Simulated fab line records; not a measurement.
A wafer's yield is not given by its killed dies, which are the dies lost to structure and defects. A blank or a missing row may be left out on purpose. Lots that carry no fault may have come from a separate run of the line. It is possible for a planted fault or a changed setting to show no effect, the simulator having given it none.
Matching of chambers | flow sfq line | 3 sister chambers for SFQ_TRILAYER_I1_DEP_PECVD_045 on pecvd-03
The step deposits SiO2 from SiH4/N2O, time 111.11 s, target thk 500 nm. 14 wafers are shown with their chamber, then 7 later ones without.

## WAFERS PAIRED WITH THEIR CHAMBERS
wafer  | chamber | heater power w (W) | throttle valve pct (%)
L303.1 | 0       | 94                 | 25.3
L303.3 | 2       | 65                 | 24.7
L303.6 | 0       | 99                 | 25.5
L305.3 | 2       | 65                 | 24.9
L305.5 | 0       | 102                | 25.6
L305.6 | 1       | 82                 | 25.7
L308.3 | 0       | 105                | 25.6
L308.5 | 0       | 110                | 25.5
L308.6 | 2       | 62                 | 25.0
L314.2 | 2       | 63                 | 24.7
L314.4 | 1       | 85                 | 25.6
L314.6 | 2       | 64                 | 25.1
L315.4 | 2       | 61                 | 25.0
L315.5 | 0       | 95                 | 25.4

SIGNATURES, as means of the wafers listed above
reading            | chamber 0 | chamber 1 | chamber 2 | scatter within a chamber
heater power w     | 100.83    | 83.50     | 63.33     | 4.31
throttle valve pct | 25.483    | 25.650    | 24.900    | 0.139
Rule: for a wafer and a chamber, the distance is found by dividing, reading by reading, the gap between the wafer's reading and the chamber's mean by the reading's scatter, squaring, summing and taking the root. The wafer belongs to the nearest chamber; if the next one is less than 2 further off, it can't be placed. How the scatter is found: for the shown wafers, subtract from each reading the mean of its chamber, square and add these, divide the total by (wafers less chambers), then take the root.

## WAFERS WITHOUT THEIR CHAMBER
wafer  | heater power w (W) | throttle valve pct (%)
L315.6 | 85                 | 25.7
L317.1 | 77                 | 25.8
L317.4 | 79                 | 25.9
L317.6 | 112                | 25.4
L318.1 | 63                 | 25.1
L318.5 | 113                | 25.5
L318.6 | 79                 | 25.9

## THE CHAMBER EACH PASSED THROUGH
wafer  | from the rows above | in truth
L315.6 | 1                   | 1
L317.1 | 1                   | 1
L317.4 | 1                   | 1
L317.6 | 0                   | 0
L318.1 | 2                   | 2
L318.5 | 0                   | 0
L318.6 | 1                   | 1
Correct placement for 7 of the 7. Can't be placed from these rows: 0. Placed wrongly: 0.
